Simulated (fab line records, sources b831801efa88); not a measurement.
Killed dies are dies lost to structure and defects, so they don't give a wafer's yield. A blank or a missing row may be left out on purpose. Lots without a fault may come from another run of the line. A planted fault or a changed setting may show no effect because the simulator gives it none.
Problem report in the 8D (eight disciplines) form, filled by code | flow sky130 | the parts of the form that need people (team, actions taken, sign-off) are left out

1. THE PROBLEM
developer_temp_C at SKY_POLY_GATE_DEVELOP_12 reads a mean of 21.63 C on 6 wafers of 2 lots; wafers without a fault read 21.00 C with a standard deviation of 0.1. That is +6.3 standard deviations from the usual mean.
The step: develop time 60 s.
First seen on wafer L868.2, day 22 09:00, on litho_track-01. The record holds 42 wafers of 14 lots with a number at this step. Rule for "out", or "out of limits": more than 4 standard deviations from the usual mean. The other wafers with a number count as sound.

2. WHAT IT IS AND WHAT IT IS NOT
question                    | is                     | is not
which readings at this step | developer_temp_C       | resist_line_temp_C
which lots                  | L868, L870             | L854, L855, L856, L857, L858, L859, L860, L862, L863, L865, L867, L876
which wafers of those lots  | all that have a number | -
read on which tools         | litho_track-01         | litho_track-02, litho_track-04
when                        | from day 22 09:00      | up to then (33 sound wafers); but 3 sound wafers of L876 came after

3. SUSPECTS, AND WHAT RULES EACH OUT
Counting: a tool at a process step up to the reading stays a suspect if it ran every lot that is out and no sound lot after the first of them.
- litho_track-01 at SKY_POLY_GATE_DEVELOP_12 (develop time 60 s): kept. It ran every lot that is out, first L868 (day 22 09:00), and no sound lot after that; its last sound lot up to then is L867 (day 22 02:00). Its own readings are out on those wafers: developer_temp_C.
Left after counting: litho_track-01 at SKY_POLY_GATE_DEVELOP_12.

4. THE CAUSE (what the simulator had put in)
Process parameter drift: litho_track-01, from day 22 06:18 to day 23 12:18, at SKY_POLY_GATE_DEVELOP_12. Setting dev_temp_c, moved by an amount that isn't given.
Counting left only this tool.

5. THE CHAIN OF EFFECTS, in route order
Each row: a reading whose mean over the struck wafers that have a number lies more than 3 standard deviations from the usual. Only readings for which the record gives a usual standard deviation are gone through. hours: the time from each lot's start at the first step in this table that gives one to its start at this step, as a median over the lots. sigmas: the change in usual standard deviations.
hours | step                     | reading          | usual   | on struck wafers | change | sigmas
0     | SKY_POLY_GATE_DEVELOP_12 | developer_temp_C | 21.00 C | 21.63            | +0.63  | +6.3
The process steps in it:
- SKY_POLY_GATE_DEVELOP_12: develop time 60 s.

6. WHAT WOULD HAVE CAUGHT IT SOONER
In this record the first reading out of limits was taken at day 22 09:00, 3 hours after the fault began at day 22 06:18.
